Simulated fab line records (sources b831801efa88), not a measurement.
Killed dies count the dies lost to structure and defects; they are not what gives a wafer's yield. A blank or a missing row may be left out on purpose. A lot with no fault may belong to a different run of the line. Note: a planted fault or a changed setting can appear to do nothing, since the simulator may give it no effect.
fab line records -- flow gf180mcu -- part 2 of 2: steps 25 to 34 of 34
[record] lots = 5, wafers = 15, last_day = 34
route steps=602 shown HV_LDD@189
lots untouched by any fault: they come from a run of this same line in which no faults occurred
start_h: hours from the record's opening day to when the first of the lot's shown wafers began -- wait_h: how many hours have passed since the lot's step before this one -- " repeats the value in the row above -- L1.1+2: one row covering several wafers at once -- - no value present, or no start provided -- * or withheld: withheld -- < > ~ a bound
route shown NAME@n: names a module that has steps shown in the file, with the first one's number in the route -- usual: mean/standard deviation taken from wafers without a fault -- same: alike in all rows -- chamber/n: place in a boat -- sites: readings site by site -- _std_site: their standard deviation -- _edge_site: inner sites' mean taken away from outer sites' mean -- radius_mm: how far each site lies from the wafer's centre -- mask NAME#n: copy n -- behind: the tool/chamber that last shaped the wafer -- hold: what put the lot on hold/how long, in hours/how the hold closed -- device: transistor that didn't switch, given as n, p or np -- end of line: the route-end tests of the same wafers -- for a step that has no rows: nothing shown but its recipe -- killed: dies that structure and defects cost at the first sort, which is not the same as the wafer's yield -- map: the dies of a wafer, with x for killed, . for not killed, _ for no die there
set.NAME: setting as actually run; set.NAME@STEP: the setting as run at that earlier step -- model.NAME: the simulator's own value behind a step, which no gauge read
lots at selected steps of the route; one table per step, one row per wafer
services: a tool's chamber out of use, with start hour (start_h, from the record's first day; less than 0 if before it), hours out, and reason
[[steps]]
[step GF_HV_LDD_STRIP_37]
[recipe] chemistry = O2/N2, power_w = 1400, pressure_mtorr = 1500, platen_temp_c = 250, o2_flow_sccm = 3000, n2_flow_sccm = 300, overash_fraction = 0.5
[usual] drypump_motor_current_A = 5.8/0.51, heater_power_w = 314/22, n2_flow_sccm = 300.0/0.99, oes_product_au = 0.716/0.0046, strip_time_to_endpoint_s = 12.623/0.029
lot.wafer,tool,chamber,start_h,wait_h,drypump_motor_current_A,heater_power_w,n2_flow_sccm,oes_product_au,rf_hours_counter_h,strip_time_to_endpoint_s
L074.1,plasma_asher-04,1,253.96,0.1,5.5,351,299.7,0.718,64,12.618
L074.2,plasma_asher-04,0,253.96,0.1,5.7,325,298.7,0.712,64,12.616
L074.5,plasma_asher-04,0,253.96,0.1,5.7,334,298.1,0.711,-,12.635
L087.1,plasma_asher-04,0,355.44,0.1,5.7,327,300.4,0.714,74,12.590
L087.4,plasma_asher-04,0,355.44,0.1,5.7,338,300.6,0.723,-,12.584
L087.6,plasma_asher-04,1,355.44,0.1,5.5,335,298.3,0.712,-,12.554
L092.2,plasma_asher-02,1,397.91,0.1,6.2,265,299.9,0.715,59,12.562
L092.3,plasma_asher-02,0,397.91,0.1,6.4,314,298.9,0.708,-,12.613
L092.4,plasma_asher-02,1,397.91,0.1,6.2,274,299.7,0.716,-,12.576
L093.1,plasma_asher-02,0,403.03,0.1,6.4,313,300.9,0.721,60,12.607
L093.4,plasma_asher-02,1,403.03,0.1,6.2,277,299.0,0.710,-,12.597
L093.6,plasma_asher-02,0,403.03,0.1,6.4,318,300.8,0.716,-,12.599
L095.3,plasma_asher-02,1,415.39,0.1,6.2,269,299.6,0.718,-,12.631
L095.5,plasma_asher-02,0,415.39,0.1,6.4,315,300.8,0.714,-,12.617
L095.6,plasma_asher-02,1,415.39,0.1,6.2,277,298.2,0.718,-,12.600
[step GF_HV_LDD_TW_MEAS_38]
[usual] HV_LDD_3_TW = 1444/6.3
lot.wafer,tool,chamber,start_h,wait_h,HV_LDD_3_TW
L074.1,film_metro-03,-,254.06,0.1,1435
L074.2,film_metro-03,-,254.06,0.1,1442
L074.5,film_metro-03,-,254.06,0.1,1443
L087.1,film_metro-01,-,355.54,0.1,1444
L087.4,film_metro-01,-,355.54,0.1,1444
L087.6,film_metro-01,-,355.54,0.1,1441
L092.2,film_metro-03,-,398.02,0.1,1432
L092.3,film_metro-03,-,398.02,0.1,1434
L092.4,film_metro-03,-,398.02,0.1,1435
L093.1,film_metro-03,-,403.13,0.1,1439
L093.4,film_metro-03,-,403.13,0.1,1442
L093.6,film_metro-03,-,403.13,0.1,1444
L095.3,film_metro-01,-,415.48,0.1,1444
L095.5,film_metro-01,-,415.48,0.1,1435
L095.6,film_metro-01,-,415.48,0.1,1430
[step GF_HV_LDD_DEHYDRATE_39]
[recipe] temp_c = 200, time_s = 60
[usual] resist_line_temp_C = 22.99/0.097
lot.wafer,tool,chamber,start_h,wait_h,resist_line_temp_C
L074.1,litho_track-02,0,263.59,9.5,23.00
L074.2,litho_track-02,0,263.59,9.5,22.95
L074.5,litho_track-02,0,263.59,9.5,22.84
L087.1,litho_track-04,0,366.75,11.2,22.93
L087.4,litho_track-04,0,366.75,11.2,23.00
L087.6,litho_track-04,0,366.75,11.2,22.98
L092.2,litho_track-01,0,409.05,11.0,22.84
L092.3,litho_track-01,0,409.05,11.0,22.90
L092.4,litho_track-01,0,409.05,11.0,22.78
L093.1,litho_track-04,0,413.80,10.7,23.04
L093.4,litho_track-04,0,413.80,10.7,23.05
L093.6,litho_track-04,0,413.80,10.7,23.07
L095.3,litho_track-02,0,426.88,11.4,22.91
L095.5,litho_track-02,0,426.88,11.4,23.02
L095.6,litho_track-02,0,426.88,11.4,22.85
[step GF_HV_LDD_HMDS_40]
[recipe] prime_time_s = 60, prime_temp_c = 120
[usual] resist_line_temp_C = 23.02/0.11
lot.wafer,tool,chamber,start_h,wait_h,resist_line_temp_C
L074.1,litho_track-02,0,263.74,0.1,23.18
L074.2,litho_track-02,0,263.74,0.1,23.13
L074.5,litho_track-02,0,263.74,0.1,23.01
L087.1,litho_track-04,0,366.90,0.1,22.90
L087.4,litho_track-04,0,366.90,0.1,23.01
L087.6,litho_track-04,0,366.90,0.1,22.83
L092.2,litho_track-01,0,409.20,0.1,22.99
L092.3,litho_track-01,0,409.20,0.1,23.14
L092.4,litho_track-01,0,409.20,0.1,22.89
L093.1,litho_track-04,0,413.95,0.1,22.99
L093.4,litho_track-04,0,413.95,0.1,22.96
L093.6,litho_track-04,0,413.95,0.1,23.02
L095.3,litho_track-02,0,427.03,0.1,23.02
L095.5,litho_track-02,0,427.03,0.1,23.02
L095.6,litho_track-02,0,427.03,0.1,22.86
[step GF_HV_LDD_COAT_41]
[recipe] resist = NOVOLAK, spin_rpm = 3000, resist_thk_nm = 1000
[usual] resist_line_temp_C = 22.98/0.097
lot.wafer,tool,chamber,start_h,wait_h,resist_line_temp_C
L074.1,litho_track-02,0,263.89,0.1,22.89
L074.2,litho_track-02,0,263.89,0.1,23.03
L074.5,litho_track-02,0,263.89,0.1,23.02
L087.1,litho_track-04,0,367.05,0.1,22.88
L087.4,litho_track-04,0,367.05,0.1,22.94
L087.6,litho_track-04,0,367.05,0.1,22.91
L092.2,litho_track-01,0,409.35,0.1,22.89
L092.3,litho_track-01,0,409.35,0.1,22.93
L092.4,litho_track-01,0,409.35,0.1,22.98
L093.1,litho_track-04,0,414.10,0.1,22.95
L093.4,litho_track-04,0,414.10,0.1,23.09
L093.6,litho_track-04,0,414.10,0.1,23.04
L095.3,litho_track-02,0,427.18,0.1,23.13
L095.5,litho_track-02,0,427.18,0.1,22.80
L095.6,litho_track-02,0,427.18,0.1,22.84
[step GF_HV_LDD_SOFTBAKE_42]
[recipe] temp_c = 90, time_s = 60, resist = NOVOLAK
[usual] resist_line_temp_C = 23.03/0.11
lot.wafer,tool,chamber,start_h,wait_h,resist_line_temp_C
L074.1,litho_track-02,0,264.04,0.1,22.95
L074.2,litho_track-02,0,264.04,0.1,22.89
L074.5,litho_track-02,0,264.04,0.1,23.07
L087.1,litho_track-04,0,367.20,0.1,23.01
L087.4,litho_track-04,0,367.20,0.1,23.14
L087.6,litho_track-04,0,367.20,0.1,22.99
L092.2,litho_track-01,0,409.50,0.1,22.83
L092.3,litho_track-01,0,409.50,0.1,22.79
L092.4,litho_track-01,0,409.50,0.1,22.90
L093.1,litho_track-04,0,414.25,0.1,22.88
L093.4,litho_track-04,0,414.25,0.1,23.16
L093.6,litho_track-04,0,414.25,0.1,22.99
L095.3,litho_track-02,0,427.33,0.1,22.93
L095.5,litho_track-02,0,427.33,0.1,22.81
L095.6,litho_track-02,0,427.33,0.1,22.85
[step GF_HV_LDD_EXPOSE_43]
[recipe] mask_id = Pplus_HV_AREA, target_cd_nm = 400, na = 0.6, source_shape = conventional, sigma_outer = 0.6, dose_mj = 140
[usual] reticle_temp_C = 23.00/0.098
[same] sigma_outer = 0.6
lot.wafer,tool,chamber,start_h,wait_h,mask,reticle_temp_C
L074.1,iline_stepper-02,0,-,-,Pplus_HV_AREA#0,22.93
L074.2,iline_stepper-02,0,-,-,Pplus_HV_AREA#0,23.01
L074.5,iline_stepper-02,0,-,-,Pplus_HV_AREA#0,22.93
L087.1,iline_stepper-02,0,-,-,Pplus_HV_AREA#0,23.00
L087.4,iline_stepper-02,0,-,-,Pplus_HV_AREA#0,22.87
L087.6,iline_stepper-02,0,-,-,Pplus_HV_AREA#0,23.03
L092.2,iline_stepper-02,0,-,-,Pplus_HV_AREA#0,23.18
L092.3,iline_stepper-02,0,-,-,Pplus_HV_AREA#0,22.97
L092.4,iline_stepper-02,0,-,-,Pplus_HV_AREA#0,23.11
L093.1,iline_stepper-01,0,-,-,Pplus_HV_AREA#0,23.07
L093.4,iline_stepper-01,0,-,-,Pplus_HV_AREA#0,23.17
L093.6,iline_stepper-01,0,-,-,Pplus_HV_AREA#0,23.00
L095.3,iline_stepper-02,0,-,-,Pplus_HV_AREA#0,22.97
L095.5,iline_stepper-02,0,-,-,Pplus_HV_AREA#0,22.97
L095.6,iline_stepper-02,0,-,-,Pplus_HV_AREA#0,23.09
[step GF_HV_LDD_PEB_44]
[recipe] temp_c = withheld, time_s = *, resist = NOVOLAK
[usual] resist_line_temp_C = *
lot.wafer,tool,chamber,start_h,wait_h,resist_line_temp_C
L074.1,litho_track-01,0,-,-,*
L074.2,litho_track-01,0,-,-,*
L074.5,litho_track-01,0,-,-,*
L087.1,litho_track-01,0,-,-,*
L087.4,litho_track-01,0,-,-,*
L087.6,litho_track-01,0,-,-,*
L092.2,litho_track-01,0,-,-,*
L092.3,litho_track-01,0,-,-,*
L092.4,litho_track-01,0,-,-,*
L093.1,litho_track-04,0,-,-,*
L093.4,litho_track-04,0,-,-,*
L093.6,litho_track-04,0,-,-,*
L095.3,litho_track-04,0,-,-,*
L095.5,litho_track-04,0,-,-,*
L095.6,litho_track-04,0,-,-,*
[step GF_HV_LDD_DEVELOP_45]
[recipe] develop_time_s = 60, dev_temp_c = 23
[usual] resist_line_temp_C = 22.99/0.12
lot.wafer,tool,chamber,start_h,wait_h,resist_line_temp_C
L074.1,litho_track-01,0,273.43,0.1,23.08
L074.2,litho_track-01,0,273.43,0.1,23.03
L074.5,litho_track-01,0,273.43,0.1,22.92
L087.1,litho_track-01,0,378.18,0.1,23.11
L087.4,litho_track-01,0,378.18,0.1,23.10
L087.6,litho_track-01,0,378.18,0.1,22.95
L092.2,litho_track-01,0,420.75,0.1,23.16
L092.3,litho_track-01,0,420.75,0.1,23.05
L092.4,litho_track-01,0,420.75,0.1,22.91
L093.1,litho_track-04,0,426.60,0.1,22.91
L093.4,litho_track-04,0,426.60,0.1,22.83
L093.6,litho_track-04,0,426.60,0.1,22.81
L095.3,litho_track-04,0,439.45,0.1,23.21
L095.5,litho_track-04,0,439.45,0.1,23.19
L095.6,litho_track-04,0,439.45,0.1,23.22
[step GF_HV_LDD_CD_MEAS_46]
[recipe] target_cd_nm = 400
[usual] cd_nm = 399.9/2.6
lot.wafer,tool,chamber,start_h,wait_h,cd_nm
L074.1,cd_sem-01,-,273.58,0.1,394.1
L074.2,cd_sem-01,-,273.58,0.1,397.0
L074.5,cd_sem-01,-,273.58,0.1,394.4
L087.1,cd_sem-02,-,378.33,0.1,401.1
L087.4,cd_sem-02,-,378.33,0.1,399.6
L087.6,cd_sem-02,-,378.33,0.1,401.6
L092.2,cd_sem-02,-,420.90,0.1,402.5
L092.3,cd_sem-02,-,420.90,0.1,402.9
L092.4,cd_sem-02,-,420.90,0.1,403.5
L093.1,cd_sem-02,-,426.75,0.1,401.3
L093.4,cd_sem-02,-,426.75,0.1,400.7
L093.6,cd_sem-02,-,426.75,0.1,402.5
L095.3,cd_sem-01,-,439.59,0.1,396.3
L095.5,cd_sem-01,-,439.59,0.1,397.0
L095.6,cd_sem-01,-,439.59,0.1,398.3
[[services]]
tool,chamber,start_h,hours,kind
iline_stepper-02,-,217.13,1.7,pm
iline_stepper-02,0,241.84,-,calibration
litho_track-02,-,248.44,-,consumable_replace:filter
plasma_asher-04,-,274.57,1.7,repair
plasma_asher-04,-,285.25,8.7,repair
implanter-04,-,293.70,1.3,repair
plasma_asher-03,-,303.28,0.4,repair
iline_stepper-01,-,310.82,0.8,repair
iline_stepper-01,-,315.94,1.7,pm
iline_stepper-02,-,317.60,4.4,pm
implanter-01,-,317.93,3.3,repair
iline_stepper-01,-,340.81,2.4,repair
plasma_asher-03,-,366.02,1.3,pm
implanter-01,-,366.28,4.5,pm
iline_stepper-01,0,370.29,-,calibration
implanter-04,-,399.29,3.5,pm
iline_stepper-02,-,414.83,1.7,pm
implanter-04,-,419.84,2.1,repair
plasma_asher-03,-,421.25,9.0,pm
plasma_asher-03,0,421.25,9.0,vent_cycle
plasma_asher-03,1,421.25,9.0,vent_cycle
implanter-01,-,432.70,1.5,repair
iline_stepper-01,-,436.48,2.1,pm
iline_stepper-01,-,438.56,-,consumable_replace:lamp
